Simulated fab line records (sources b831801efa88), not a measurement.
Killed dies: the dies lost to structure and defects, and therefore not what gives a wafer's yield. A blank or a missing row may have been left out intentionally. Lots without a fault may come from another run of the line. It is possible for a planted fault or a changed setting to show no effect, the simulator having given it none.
fab line records	flow sky130
record lots=6	wafers=16	last_day=50
route steps=708 shown VIA2@524 METAL3@532 CAPM@537 PAD_OPEN@708
lots with no fault: from the same line, run without faults
start_h: hours from the record's opening day to when the first of the lot's shown wafers began	wait_h: time in hours since the lot's previous step	" same as the row above	L1.1+2: a row that stands for several wafers	- no value, or no start given	* or withheld: withheld	< > ~ a bound
route shown NAME@n: names a module that has steps shown in the file, with the first one's number in the route	usual: the fault-free wafers' mean and standard deviation	same: alike in all rows	chamber/n: place in a boat	sites: the reading at each site	_std_site: their standard deviation	_edge_site: outer sites' mean less inner sites'	radius_mm: how far each site lies from the wafer's centre	mask NAME#n: copy n	behind: the tool/chamber that last shaped the wafer	hold: why the lot went on hold/how many hours it stayed there/how the hold came to an end	device: which transistor (n, p or np) failed to switch	end of line: tests run on the same wafers once the route is complete	step lacking rows: just its recipe	killed: the dies lost at the first sort to structure and to defects; this is not the yield of the wafer	map: the dies of a wafer, with x for killed, . for not killed, _ for no die there
set.NAME: setting as actually run; set.NAME@STEP: the setting as run at that earlier step	model.NAME: the simulator's own value behind a step, which no gauge read
a table for each step, a row for each wafer; lots at some steps of the route
services: a tool's chamber out of use, with start hour (start_h, from the record's first day; less than 0 if before it), hours out, and reason
## steps
# step SKY_VIA2_STRIP_17
# recipe chemistry=post_etch_residue_remover	time_s=1200	temp_c=72.5
# step SKY_VIA2_CLEAN_18
# recipe chemistry=IPA	time_s=180	temp_c=25
# step SKY_VIA2_CLEAN_19
# recipe chemistry=O3/DIW	dry=n2_spin
# step SKY_VIA2_SPUTTER_20
# recipe material=TiN	target_thk_nm=20	chamber_pressure_pa=5	power_w=4000	time_s=80
# step SKY_VIA2_CVD_21
# recipe material=W	target_thk_nm=420	time_s=126.4	temp_c=400	pressure_torr=40
# usual heater_power_w=889/98
lot.wafer	tool	chamber	start_h	wait_h	heater_power_w
L983.1	cvd_w-02	1	893.84	0.0	769
L983.3	"	1	"	"	746
L983.6	"	1	"	"	765
L986.1	cvd_w-01	1	914.69	0.0	1012
L986.2	"	0	"	"	932
L986.5	"	1	"	"	993
L988.1	cvd_w-01	0	921.90	0.0	911
L988.4	"	0	"	"	948
L988.5	"	0	"	"	954
L995.3	cvd_w-02	0	974.78	0.1	841
L995.5	"	1	"	"	720
L998.4	cvd_w-01	1	993.69	0.1	1021
L998.5	"	1	"	"	1010
L999.1	cvd_w-01	1	1001.80	0.0	1017
L999.2	"	0	"	"	925
L999.3	"	0	"	"	919
# step SKY_VIA2_RS_MEAS_22
# recipe thk_meas_gauge=four-point-probe	reads=W_of_VIA2_CVD_21+TiN_of_VIA2_SPUTTER_20
# usual VIA2_W_RS=0.275/0.0033
lot.wafer	tool	chamber	start_h	wait_h	VIA2_W_RS[ohm/sq]
L983.1	film_metro-04	-	893.97	0.1	0.272
L983.3	"	-	"	"	0.272
L983.6	"	-	"	"	0.269
L986.1	film_metro-02	-	914.82	0.1	0.281
L986.2	"	-	"	"	0.273
L986.5	"	-	"	"	0.278
L988.1	film_metro-02	-	922.03	0.1	0.273
L988.4	"	-	"	"	0.274
L988.5	"	-	"	"	0.273
L995.3	film_metro-02	-	974.91	0.1	0.275
L995.5	"	-	"	"	0.274
L998.4	film_metro-01	-	993.84	0.1	0.283
L998.5	"	-	"	"	0.280
L999.1	film_metro-04	-	1001.93	0.1	0.273
L999.2	"	-	"	"	0.271
L999.3	"	-	"	"	0.269
# step SKY_VIA2_THK_MEAS_23
# recipe thk_meas_gauge=xrf	reads=W_of_VIA2_CVD_21
# usual VIA2_W_THK=416/7
lot.wafer	tool	chamber	start_h	wait_h	VIA2_W_THK[nm]
L983.1	film_metro-04	-	894.09	0.1	423
L983.3	"	-	"	"	423
L983.6	"	-	"	"	433
L986.1	film_metro-02	-	914.94	0.1	410
L986.2	"	-	"	"	421
L986.5	"	-	"	"	415
L988.1	film_metro-02	-	922.15	0.1	426
L988.4	"	-	"	"	421
L988.5	"	-	"	"	420
L995.3	film_metro-02	-	975.01	0.1	420
L995.5	"	-	"	"	425
L998.4	film_metro-01	-	993.93	0.1	402
L998.5	"	-	"	"	404
L999.1	film_metro-04	-	1002.05	0.1	417
L999.2	"	-	"	"	422
L999.3	"	-	"	"	422
# step SKY_VIA2_CMP_24
# recipe stop_on=SiO2	t_overpolish_s=20	down_force_psi=3.5	platen_rpm=60	target_thk_nm=0	pad_velocity_m_s=0.94248
# step SKY_METAL3_SPUTTER_00
# recipe material=Ti	target_thk_nm=15	power_w=3000	time_s=10	chamber_pressure_pa=0.4
# step SKY_METAL3_SPUTTER_01
# recipe material=TiN	target_thk_nm=20	power_w=6500	time_s=16.7	chamber_pressure_pa=0.4
# usual throttle_valve_pct=30.1/1
lot.wafer	tool	chamber	start_h	wait_h	throttle_valve_pct
L983.1	pvd_sputter-03	-	894.48	0.0	30.2
L983.3	"	-	"	"	30.1
L983.6	"	-	"	"	30.3
L986.1	pvd_sputter-02	-	915.33	0.0	29.1
L986.2	"	-	"	"	30.9
L986.5	"	-	"	"	30.2
L988.1	pvd_sputter-03	-	922.54	0.0	30.0
L988.4	"	-	"	"	28.9
L988.5	"	-	"	"	28.8
L995.3	pvd_sputter-02	-	975.37	0.0	30.9
L995.5	"	-	"	"	30.9
L998.4	pvd_sputter-02	-	994.28	0.0	31.1
L998.5	"	-	"	"	31.4
L999.1	pvd_sputter-03	-	1002.44	0.0	30.0
L999.2	"	-	"	"	30.3
L999.3	"	-	"	"	28.5
# step SKY_METAL3_SPUTTER_02
# recipe material=AlCu	target_thk_nm=735	power_w=10600	time_s=39.1	chamber_pressure_pa=0.4
# step SKY_METAL3_SPUTTER_03
# recipe material=Ti	target_thk_nm=5	power_w=3000	time_s=3.3	chamber_pressure_pa=0.4
# usual throttle_valve_pct=30.1/0.95
lot.wafer	tool	chamber	start_h	wait_h	throttle_valve_pct
L983.1	pvd_sputter-03	-	894.54	0.0	30.1
L983.3	"	-	"	"	30.3
L983.6	"	-	"	"	30.1
L986.1	pvd_sputter-02	-	915.40	0.0	29.3
L986.2	"	-	"	"	30.8
L986.5	"	-	"	"	30.2
L988.1	pvd_sputter-03	-	922.60	0.0	30.0
L988.4	"	-	"	"	28.6
L988.5	"	-	"	"	28.9
L995.3	pvd_sputter-02	-	975.43	0.0	30.7
L995.5	"	-	"	"	30.7
L998.4	pvd_sputter-02	-	994.34	0.0	30.7
L998.5	"	-	"	"	31.5
L999.1	pvd_sputter-03	-	1002.50	0.0	30.2
L999.2	"	-	"	"	30.1
L999.3	"	-	"	"	29.0
# step SKY_METAL3_SPUTTER_04
# recipe material=TiN	target_thk_nm=70	power_w=6500	time_s=58.3	chamber_pressure_pa=0.4
# usual throttle_valve_pct=30.1/0.95
lot.wafer	tool	chamber	start_h	wait_h	throttle_valve_pct	model.TiN_of_METAL3_SPUTTER_04.thk_nm
L983.1	pvd_sputter-03	-	894.56	0.0	30.3	70.2
L983.3	"	-	"	"	30.2	71.06
L983.6	"	-	"	"	30.2	70.57
L986.1	pvd_sputter-02	-	915.42	0.0	29.3	68.24
L986.2	"	-	"	"	30.8	68.19
L986.5	"	-	"	"	30.5	69
L988.1	pvd_sputter-03	-	922.62	0.0	30.1	70.39
L988.4	"	-	"	"	29.0	70.35
L988.5	"	-	"	"	28.8	70.49
L995.3	pvd_sputter-02	-	975.45	0.0	30.8	70.42
L995.5	"	-	"	"	31.2	20.99
L998.4	pvd_sputter-02	-	994.36	0.0	30.4	69.36
L998.5	"	-	"	"	31.4	19.86
L999.1	pvd_sputter-03	-	1002.52	0.0	30.3	69.76
L999.2	"	-	"	"	30.3	70.26
L999.3	"	-	"	"	28.9	69.76
# step SKY_CAPM_CVD_00
# recipe material=SiO2	target_thk_nm=15.5	temp_c=400	time_s=withheld	rf_w=450
# usual heater_power_w=688/90
lot.wafer	tool	chamber	start_h	wait_h	heater_power_w
L983.1	pecvd-04	0	894.61	0.0	657
L983.3	"	2	"	"	585
L983.6	"	0	"	"	653
L986.1	pecvd-02	2	915.47	0.0	548
L986.2	"	1	"	"	715
L986.5	"	2	"	"	536
L988.1	pecvd-02	1	922.67	0.0	766
L988.4	"	2	"	"	617
L988.5	"	0	"	"	815
L995.3	pecvd-04	1	975.50	0.0	748
L995.5	"	0	"	"	662
L998.4	pecvd-02	2	994.42	0.0	508
L998.5	"	0	"	"	715
L999.1	pecvd-04	2	1002.57	0.0	688
L999.2	"	0	"	"	633
L999.3	"	0	"	"	636
# step SKY_CAPM_THK_MEAS_01
# recipe reads=SiO2_of_CAPM_CVD_00
# usual CAPM_CVD_00_THK=15.53/0.23
lot.wafer	tool	chamber	start_h	wait_h	CAPM_CVD_00_THK[nm]
L983.1	film_metro-02	-	894.63	-	15.45
L983.3	"	-	"	"	15.46
L983.6	"	-	"	"	15.71
L986.1	film_metro-02	-	915.49	-	15.67
L986.2	"	-	"	"	15.37
L986.5	"	-	"	"	15.55
L988.1	film_metro-02	-	922.69	-	15.57
L988.4	"	-	"	"	15.65
L988.5	"	-	"	"	15.66
L995.3	film_metro-02	-	975.54	-	15.74
L995.5	"	-	"	"	15.74
L998.4	film_metro-02	-	994.46	-	15.54
L998.5	"	-	"	"	15.38
L999.1	film_metro-02	-	1002.60	-	15.34
L999.2	"	-	"	"	15.19
L999.3	"	-	"	"	15.53
# step SKY_CAPM_SPUTTER_02
# recipe material=TiN	target_thk_nm=200	temp_c=300	power_w=6500	time_s=166.7	chamber_pressure_pa=0.4
# usual substrate_temp_c=300.00/0.19	throttle_valve_pct=29.9/0.91
lot.wafer	tool	chamber	start_h	wait_h	substrate_temp_c	throttle_valve_pct
L983.1	pvd_sputter-02	-	894.69	0.1	299.75	31.0
L983.3	"	-	"	"	299.79	29.3
L983.6	"	-	"	"	300.17	30.2
L986.1	pvd_sputter-04	-	915.55	0.1	299.96	28.4
L986.2	"	-	"	"	299.88	29.6
L986.5	"	-	"	"	299.73	29.6
L988.1	pvd_sputter-04	-	922.75	0.1	299.94	29.4
L988.4	"	-	"	"	300.15	28.7
L988.5	"	-	"	"	299.68	30.3
L995.3	pvd_sputter-01	-	975.58	0.0	300.16	29.4
L995.5	"	-	"	"	300.15	29.3
L998.4	pvd_sputter-01	-	994.49	0.0	299.98	28.9
L998.5	"	-	"	"	300.26	29.1
L999.1	pvd_sputter-02	-	1002.66	0.1	300.30	31.6
L999.2	"	-	"	"	300.04	30.1
L999.3	"	-	"	"	300.19	30.7
# step SKY_CAPM_RS_MEAS_03
# recipe thk_meas_gauge=four-point-probe	reads=TiN_of_CAPM_SPUTTER_02
# usual CAPM_TIN_RS=6.90/0.067
lot.wafer	tool	chamber	start_h	wait_h	CAPM_TIN_RS[ohm/sq]
L983.1	film_metro-03	-	894.80	0.1	6.86
L983.3	"	-	"	"	6.93
L983.6	"	-	"	"	6.88
L986.1	film_metro-03	-	915.66	0.1	7.01
L986.2	"	-	"	"	7.08
L986.5	"	-	"	"	7.04
L988.1	film_metro-01	-	922.86	0.1	6.90
L988.4	"	-	"	"	6.83
L988.5	"	-	"	"	6.89
L995.3	film_metro-01	-	975.73	0.1	6.83
L995.5	"	-	"	"	6.78
L998.4	film_metro-03	-	994.66	0.1	6.94
L998.5	"	-	"	"	6.97
L999.1	film_metro-01	-	1002.77	0.1	6.92
L999.2	"	-	"	"	6.91
L999.3	"	-	"	"	6.83
# step SKY_CAPM_THK_MEAS_04
# recipe thk_meas_gauge=xrf	reads=TiN_of_CAPM_SPUTTER_02
# usual CAPM_TIN_THK=197.7/2.5
lot.wafer	tool	chamber	start_h	wait_h	CAPM_TIN_THK[nm]
L983.1	film_metro-03	-	894.92	0.1	196.3
L983.3	"	-	"	"	194.2
L983.6	"	-	"	"	196.0
L986.1	film_metro-03	-	915.78	0.1	193.7
L986.2	"	-	"	"	192.6
L986.5	"	-	"	"	191.8
L988.1	film_metro-01	-	922.98	0.1	198.2
L988.4	"	-	"	"	200.7
L988.5	"	-	"	"	198.4
L995.3	film_metro-01	-	975.83	0.1	200.4
L995.5	"	-	"	"	202.9
L998.4	film_metro-03	-	994.75	0.1	196.5
L998.5	"	-	"	"	196.1
L999.1	film_metro-01	-	1002.89	0.1	197.6
L999.2	"	-	"	"	197.3
L999.3	"	-	"	"	199.1
# step SKY_CAPM_DEHYDRATE_05
# recipe temp_c=200	time_s=60
# step SKY_CAPM_HMDS_06
# recipe prime_time_s=60	prime_temp_c=120
# step SKY_CAPM_COAT_07
# recipe resist=NOVOLAK	spin_rpm=3000	resist_thk_nm=1140
# step SKY_CAPM_SOFTBAKE_08
# recipe temp_c=90	time_s=60	resist=NOVOLAK
# step SKY_CAPM_EXPOSE_09
# recipe mask_id=CAPM	na=0.6	source_shape=conventional	sigma_outer=0.6	polarization=unpolarized	target_cd_nm=1000	dose_mj=159
# step SKY_CAPM_PEB_10
# recipe temp_c=withheld	time_s=*	resist=NOVOLAK
# step SKY_CAPM_DEVELOP_11
# recipe resist=NOVOLAK	developer=TMAH	develop_time_s=60	dev_temp_c=23
# step SKY_CAPM_OVL_MEAS_12
# usual CAPM_OVL=0.3/1.8
lot.wafer	tool	chamber	start_h	wait_h	CAPM_OVL[nm]
L983.1	overlay-01	-	920.07	0.1	-2.7
L983.3	"	-	"	"	-3.3
L983.6	"	-	"	"	-4.6
L986.1	overlay-01	-	940.07	0.1	0.4
L986.2	"	-	"	"	-0.3
L986.5	"	-	"	"	-1.7
L988.1	overlay-02	-	947.22	0.1	2.4
L988.4	"	-	"	"	2.1
L988.5	"	-	"	"	0.3
L995.3	overlay-01	-	998.88	0.1	2.7
L995.5	"	-	"	"	1.2
L998.4	overlay-02	-	1017.78	0.1	1.1
L998.5	"	-	"	"	2.0
L999.1	overlay-01	-	1025.32	0.1	-0.2
L999.2	"	-	"	"	-0.8
L999.3	"	-	"	"	-0.2
# step SKY_CAPM_METAL_ETCH_13
# recipe target_depth_nm=220	stop_on=SiO2	chemistry=Cl2/BCl3	target=TiN	pressure_mtorr=10	icp_w=900	bias_w=48.5	Cl2_flow_sccm=60	bcl3_flow_sccm=30	time_s=62.9
# step SKY_CAPM_STRIP_14
# recipe chemistry=O2/N2	power_w=1400	pressure_mtorr=1500	platen_temp_c=withheld	o2_flow_sccm=3000	n2_flow_sccm=300	overash_fraction=0.5
# step SKY_CAPM_STRIP_15
# recipe chemistry=post_etch_residue_remover	time_s=1200	temp_c=72.5
# step SKY_CAPM_CLEAN_16
# recipe chemistry=IPA	time_s=180	temp_c=25
# step SKY_CAPM_CLEAN_17
# recipe chemistry=O3/DIW	dry=n2_spin
# step SKY_METAL3_DEHYDRATE_05
# recipe temp_c=200	time_s=60
# step SKY_METAL3_HMDS_06
# recipe prime_time_s=60	prime_temp_c=120
# step SKY_METAL3_COAT_07
# recipe resist=BARC	temp_c=withheld	time_s=withheld	spin_rpm=3000	resist_thk_nm=60
# step SKY_METAL3_COAT_08
# recipe resist=KrF-thick	spin_rpm=3000	resist_thk_nm=1140
# step SKY_METAL3_SOFTBAKE_09
# recipe temp_c=100	time_s=90	resist=KrF-thick
# step SKY_METAL3_EXPOSE_10
# recipe mask_id=MM3	na=0.68	source_shape=annular	sigma_inner=0.4	sigma_outer=0.8	target_cd_nm=300	dose_mj=28
# step SKY_METAL3_PEB_11
# recipe peb_temp_c=withheld	peb_time_s=withheld	resist=KrF-thick
# step SKY_METAL3_DEVELOP_12
# recipe develop_time_s=60	resist=KrF-thick	dev_temp_c=21
# step SKY_METAL3_CD_MEAS_13
# recipe target_cd_nm=300
# usual cd_nm=299.4/1.7
lot.wafer	tool	chamber	start_h	wait_h	cd_nm
L983.1	cd_sem-02	-	945.18	-	300.2
L983.3	"	-	"	"	302.0
L983.6	"	-	"	"	300.7
L986.1	cd_sem-02	-	965.30	-	302.4
L986.2	"	-	"	"	301.4
L986.5	"	-	"	"	302.3
L988.1	cd_sem-01	-	972.13	-	298.7
L988.4	"	-	"	"	297.8
L988.5	"	-	"	"	297.8
L995.3	cd_sem-02	-	1022.47	-	300.3
L995.5	"	-	"	"	299.8
L998.4	cd_sem-01	-	1041.28	-	298.2
L998.5	"	-	"	"	298.1
L999.1	cd_sem-01	-	1048.23	-	298.9
L999.2	"	-	"	"	299.2
L999.3	"	-	"	"	300.8
# step SKY_METAL3_OVL_MEAS_14
# usual METAL3_OVL=3/5.1
lot.wafer	tool	chamber	start_h	wait_h	METAL3_OVL[nm]
L983.1	overlay-01	-	945.30	0.1	4
L983.3	"	-	"	"	8
L983.6	"	-	"	"	0
L986.1	overlay-02	-	965.42	0.1	9
L986.2	"	-	"	"	15
L986.5	"	-	"	"	15
L988.1	overlay-01	-	972.25	0.1	5
L988.4	"	-	"	"	1
L988.5	"	-	"	"	0
L995.3	overlay-01	-	1022.56	0.1	-4
L995.5	"	-	"	"	-1
L998.4	overlay-02	-	1041.35	0.1	6
L998.5	"	-	"	"	8
L999.1	overlay-01	-	1048.35	0.1	3
L999.2	"	-	"	"	4
L999.3	"	-	"	"	-4
# step SKY_METAL3_DESCUM_15
# recipe chemistry=O2	source_power_w=150	bias_power_w=0	pressure_mtorr=10	temp_c=40	time_s=8
# step SKY_METAL3_METAL_ETCH_18
# recipe target_depth_a=8450	stop_on=SiO2	over_etch_frac=0.3	time_s=183.1	chemistry=Cl2/BCl3	resist_sidewall_deg=88	pressure_mtorr=10	icp_w=900	bias_w=48.5	Cl2_flow_sccm=60	bcl3_flow_sccm=30
# usual drypump_motor_current_A=5.6/0.48	oes_product_au=0.865/0.0062	throttle_valve_pct=22.264/0.0095
lot.wafer	tool	chamber	start_h	wait_h	drypump_motor_current_A	oes_product_au	rf_hours_counter_h	throttle_valve_pct
L983.1	rie_metal-02	0	945.49	0.0	5.1	0.854	9	22.274
L983.3	"	0	"	"	5.1	0.866	-	22.259
L983.6	"	0	"	"	5.0	0.859	-	22.258
L986.1	rie_metal-02	1	965.60	0.0	5.4	0.862	4	22.272
L986.2	"	0	"	"	5.0	0.857	10	22.261
L986.5	"	0	"	"	5.0	0.853	-	22.249
L988.1	rie_metal-03	1	972.44	0.0	5.4	0.867	4	22.281
L988.4	"	0	"	"	5.7	0.868	-	22.276
L988.5	"	0	"	"	5.7	0.868	-	22.254
L995.3	rie_metal-02	1	1022.80	0.1	5.4	0.864	-	22.267
L995.5	"	0	"	"	5.0	0.844	-	22.271
L998.4	rie_metal-01	1	1041.58	0.1	6.5	0.877	-	22.270
L998.5	"	1	"	"	6.4	0.837	-	22.271
L999.1	rie_metal-03	1	1048.54	0.0	5.3	0.869	9	22.267
L999.2	"	0	"	"	5.7	0.861	14	22.269
L999.3	"	0	"	"	5.7	0.871	-	22.271
# step SKY_PAD_OPEN_PROBE_99
# usual defect_limited_yield=82.8/2	killed_at_M0_to_M3=42/7.3	killed_at_M4_up=3.2/1.8	killed_at_contacts=25/5.2	killed_at_front_end=15/4.6	killed_at_other=0.3/0.62	killed_dies=85/9.9	killed_open=46/7.1	killed_short=38/5.7	sort_bin_3_pad_short=0.9/0.42	sort_bin_5_function=10.0/1.5	sort_bin_6_memory=6.3/1.2	sort_n_pass=407/9.9	sort_yield_pct=82.8/2
# same gross_dies=492	killed_at_back_side=0	sort_bin_4_leakage[%]=0	sort_bin_8_speed[%]=0
lot.wafer	tool	chamber	start_h	wait_h	hold	defect_limited_yield[%]	killed_at_M0_to_M3	killed_at_M4_up	killed_at_contacts	killed_at_front_end	killed_at_other	killed_dies	killed_open	killed_short	sort_bin_3_pad_short[%]	sort_bin_5_function[%]	sort_bin_6_memory[%]	sort_n_pass	sort_yield_pct[%]	model.etest.via3_chain.rc_ohm
L983.1	prober-01	-	1110.79	0.1	-	80.5	58	1	25	11	1	96	55	41	1.4	11.0	7.1	396	80.5	9.101
L983.3	prober-01	-	1110.89	0.2	-	81.3	43	8	30	11	0	92	55	35	0.6	10.4	7.7	400	81.3	9.336
L983.6	prober-01	-	1111.04	0.2	-	82.5	42	3	30	10	1	86	41	44	1.0	11.2	5.3	406	82.5	10.12
L986.1	prober-02	-	1129.08	0.1	-	84.8	28	1	21	24	1	75	38	37	1.2	9.1	4.9	417	84.8	10.36
L986.2	prober-02	-	1129.13	0.1	-	83.9	38	2	20	19	0	79	40	39	0.6	9.6	5.9	413	83.9	10.29
L986.5	prober-02	-	1129.28	0.2	-	85.6	43	3	14	11	0	71	41	30	1.8	8.1	4.5	421	85.6	10.49
L988.1	prober-02	-	1133.46	0.1	-	81.3	49	2	31	8	2	92	48	44	1.2	11.0	6.5	400	81.3	9.512
L988.4	prober-02	-	1133.61	0.2	-	80.5	43	4	33	16	0	96	50	46	1.0	11.8	6.7	396	80.5	9.232
L988.5	prober-02	-	1133.66	0.2	-	83.9	46	3	21	9	0	79	47	32	0.8	10.2	5.1	413	83.9	9.227
L995.3	prober-01	-	1173.88	0.2	await_dispo/1.5h/release	84.8	34	5	23	13	0	75	40	35	0.6	8.7	5.9	417	84.8	9.659
L995.5	prober-01	-	1173.98	0.2	await_dispo/1.5h/release	84.6	34	1	25	16	0	76	43	33	0.8	11.0	3.7	416	84.6	8.499
L998.4	prober-02	-	1186.89	0.2	await_dispo/2.6h/release	82.9	44	3	19	18	0	84	53	29	0.4	11.0	5.7	408	82.9	9.585
L998.5	prober-02	-	1186.94	0.2	await_dispo/2.6h/release	80.5	41	5	30	20	0	96	46	49	0.8	9.6	9.1	396	80.5	8.37
L999.1	prober-01	-	1191.67	0.1	-	86.8	31	2	21	11	0	65	37	28	0	6.9	6.3	427	86.8	9.878
L999.2	prober-01	-	1191.72	0.1	-	83.1	42	2	25	14	0	83	43	40	1.4	9.8	5.7	409	83.1	9.145
L999.3	prober-01	-	1191.77	0.2	-	85.2	27	3	31	10	2	73	43	30	0.8	9.6	4.5	419	85.2	9.955
# killed by level:class
L983.1 VIA1:geometric_particle:open=14 CONTACT:geometric_particle:open=13 VIA3:geometric_particle:open=11 METAL1:geometric_particle:short=7 VIA2:geometric_particle:open=7 METAL2:geometric_particle:short=6 VIA1:geometric_particle:short=5 SPACER:geometric_particle:short=4
L983.3 VIA1:geometric_particle:open=13 LI_CONTACT:geometric_particle:open=11 VIA2:geometric_particle:open=8 FIELD_ISO:geometric_particle:open=5 CONTACT:geometric_particle:short=5 METAL2:geometric_particle:short=5 METAL4:geometric_particle:short=5 LOCAL_INTERCONNECT:geometric_particle:short=4
L983.6 VIA1:geometric_particle:open=11 CONTACT:geometric_particle:open=8 LI_CONTACT:geometric_particle:open=7 LI_CONTACT:geometric_particle:short=6 VIA1:geometric_particle:short=6 METAL1:geometric_particle:short=5 CONTACT:geometric_particle:short=5 VIA2:geometric_particle:open=5
L986.1 FIELD_ISO:geometric_particle:open=7 CONTACT:geometric_particle:open=6 VIA1:geometric_particle:open=6 FIELD_ISO:geometric_particle:short=4 POLY_GATE:geometric_particle:short=4 METAL1:geometric_particle:open=4 LI_CONTACT:geometric_particle:open=4 METAL1:geometric_particle:short=4
L986.2 FIELD_ISO:geometric_particle:open=9 CONTACT:geometric_particle:open=7 METAL1:geometric_particle:short=7 VIA3:geometric_particle:open=6 LI_CONTACT:geometric_particle:open=5 FIELD_ISO:geometric_particle:short=5 CONTACT:geometric_particle:short=5 VIA1:geometric_particle:open=5
L986.5 VIA1:geometric_particle:open=10 VIA3:geometric_particle:open=7 CONTACT:geometric_particle:open=6 METAL1:geometric_particle:short=6 VIA1:geometric_particle:short=6 VIA2:geometric_particle:open=6 POLY_GATE:geometric_particle:open=4 VIA3:geometric_particle:short=3
L988.1 VIA1:geometric_particle:open=15 CONTACT:geometric_particle:open=8 CONTACT:geometric_particle:short=8 LI_CONTACT:geometric_particle:open=7 VIA2:geometric_particle:open=7 METAL2:geometric_particle:short=6 VIA3:geometric_particle:open=4 METAL1:geometric_particle:short=4
L988.4 CONTACT:geometric_particle:open=12 LI_CONTACT:geometric_particle:open=8 LOCAL_INTERCONNECT:geometric_particle:short=8 METAL1:geometric_particle:short=8 VIA1:geometric_particle:open=7 VIA3:geometric_particle:open=6 METAL2:geometric_particle:short=5 POLY_GATE:geometric_particle:open=4
L988.5 VIA1:geometric_particle:open=13 VIA1:geometric_particle:short=10 VIA2:geometric_particle:open=8 LI_CONTACT:geometric_particle:open=7 CONTACT:geometric_particle:open=7 FIELD_ISO:geometric_particle:open=6 CONTACT:geometric_particle:short=5 METAL2:geometric_particle:short=4
L995.3 CONTACT:geometric_particle:open=11 METAL1:geometric_particle:short=6 VIA1:geometric_particle:open=6 LI_CONTACT:geometric_particle:open=5 VIA1:geometric_particle:short=5 VIA3:geometric_particle:open=5 FIELD_ISO:geometric_particle:short=4 METAL4:geometric_particle:short=4
L995.5 CONTACT:geometric_particle:open=11 VIA1:geometric_particle:open=10 CONTACT:geometric_particle:short=6 VIA3:geometric_particle:open=5 VIA3:geometric_particle:short=5 FIELD_ISO:geometric_particle:short=4 POLY_GATE:geometric_particle:open=4 LI_CONTACT:geometric_particle:open=4
L998.4 VIA1:geometric_particle:open=13 VIA2:geometric_particle:open=8 METAL2:geometric_particle:short=7 FIELD_ISO:geometric_particle:open=6 CONTACT:geometric_particle:open=6 VIA3:geometric_particle:open=5 POLY_GATE:geometric_particle:open=4 LI_CONTACT:geometric_particle:open=4
L998.5 LI_CONTACT:geometric_particle:open=10 VIA1:geometric_particle:open=10 VIA3:geometric_particle:open=7 CONTACT:geometric_particle:open=7 CONTACT:geometric_particle:short=7 LOCAL_INTERCONNECT:geometric_particle:short=6 VIA1:geometric_particle:short=6 POLY_GATE:geometric_particle:short=5
L999.1 VIA2:geometric_particle:open=7 LI_CONTACT:geometric_particle:open=6 CONTACT:geometric_particle:open=6 VIA1:geometric_particle:open=5 POLY_GATE:geometric_particle:open=4 METAL3:geometric_particle:short=4 METAL2:geometric_particle:short=4 CONTACT:geometric_particle:short=3
L999.2 CONTACT:geometric_particle:open=12 LI_CONTACT:geometric_particle:open=7 VIA1:geometric_particle:open=7 VIA2:geometric_particle:open=7 FIELD_ISO:geometric_particle:short=6 METAL1:geometric_particle:short=6 VIA1:geometric_particle:short=5 CONTACT:geometric_particle:short=4
L999.3 LI_CONTACT:geometric_particle:open=9 CONTACT:geometric_particle:short=8 CONTACT:geometric_particle:open=7 VIA3:geometric_particle:open=7 VIA2:geometric_particle:open=6 METAL1:geometric_particle:short=4 VIA1:geometric_particle:short=4 FIELD_ISO:geometric_particle:open=3
# map L995.5 (x killed, . not)
__________......xxx._________
________.............._______
______xx.....x......x..x_____
_____..x..x.....x...xx.x.____
____.........x..........xx___
___.....xxx....x.x.....x...__
__........x..........x......_
_.......................xx..x
_..x..........x.............x
_...x..x.....................
_.x..xx..x.....x..x....x.....
_..x......x...x...x..x.......
_.....x.x.x....x........x.x..
_.....................x..x...
_....xx..x...x..x............
__xx..............x........._
___.xx..x...x..............__
____......x..............x___
_____..x............x..x.____
______..x...xx.xx......._____
________............x._______
__________.........._________
# map L998.5 (x killed, . not)
__________.......x.x_________
________............xx_______
______xx...x....x....x.._____
_____xx......x.....x...x.____
____.x.......x...x...x....___
___x....x..................__
__xx...x..........x.x...x.x._
_....x......x.x...........xx.
_xxx..........x......x......x
_..............x..x.x........
_x................x....xx....
_.xx....x.............x...x.x
_..x....x.....x.x......x....x
_......x................x....
_.....xxx.........x...x.x...x
__x.x.x..x....xx....x......._
___.....x...x....x...xx....__
____x.....xx.x....x.xxx...___
_____....x.....x........x____
______.x................_____
________xx...x.x......_______
__________....x...x._________
## services
tool	chamber	start_h	hours	kind
pecvd-04	0	874.51	6.7	repair
cvd_w-02	1	878.18	4.8	repair
pvd_sputter-02	-	880.44	0.7	repair
rie_metal-03	-	882.90	0.2	repair
pecvd-02	2	895.29	5.5	scheduled_down
pecvd-04	-	902.67	2.8	pm
cvd_w-02	-	904.12	14.0	pm
cvd_w-01	-	905.72	0.9	repair
cvd_w-01	0	908.10	5.6	repair
pecvd-02	0	909.31	5.5	scheduled_down
pvd_sputter-01	-	910.63	2.9	repair
pvd_sputter-01	-	912.49	22.8	repair
rie_metal-03	1	924.88	6.6	repair
pvd_sputter-03	-	967.12	17.7	repair
pecvd-02	2	970.29	6.6	repair
cvd_w-01	-	992.70	0.7	repair
pecvd-02	-	994.68	1.4	repair
cvd_w-02	-	1007.57	1.0	repair
pvd_sputter-01	-	1015.43	6.1	repair
rie_metal-03	0	1025.51	2.5	repair
cvd_w-01	1	1028.13	12.8	repair
pecvd-02	-	1034.79	1.7	repair
pvd_sputter-03	-	1038.49	1.9	repair
pecvd-02	2	1039.07	19.7	repair
## key
first_sign step=SKY_METAL3_METAL_ETCH_18	reading=oes_product_au	direction=down	sigmas=4	usual=0.865	struck=0.841
effect none on later readings
model_effect step=SKY_METAL3_SPUTTER_04	value=TiN_of_METAL3_SPUTTER_04.thk_nm	without=69.71	struck=20.42
model_effect step=SKY_PAD_OPEN_PROBE_99	value=etest.via3_chain.rc_ohm	without=9.857	struck=8.434
met_at SKY_METAL3_SPUTTER_04
struck_wafers L995.5,L998.5
onset_between 915.42 975.45
fault kind=process_parameter_drift	tool=pvd_sputter-02	chamber=-	onset_h=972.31	steps=SKY_METAL3_SPUTTER_04	channel=target_thk_nm	offset=-49.285	shape=step	end_h=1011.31	scope=struck_wafers_only	acts_in=these_recipes_only	stated=70
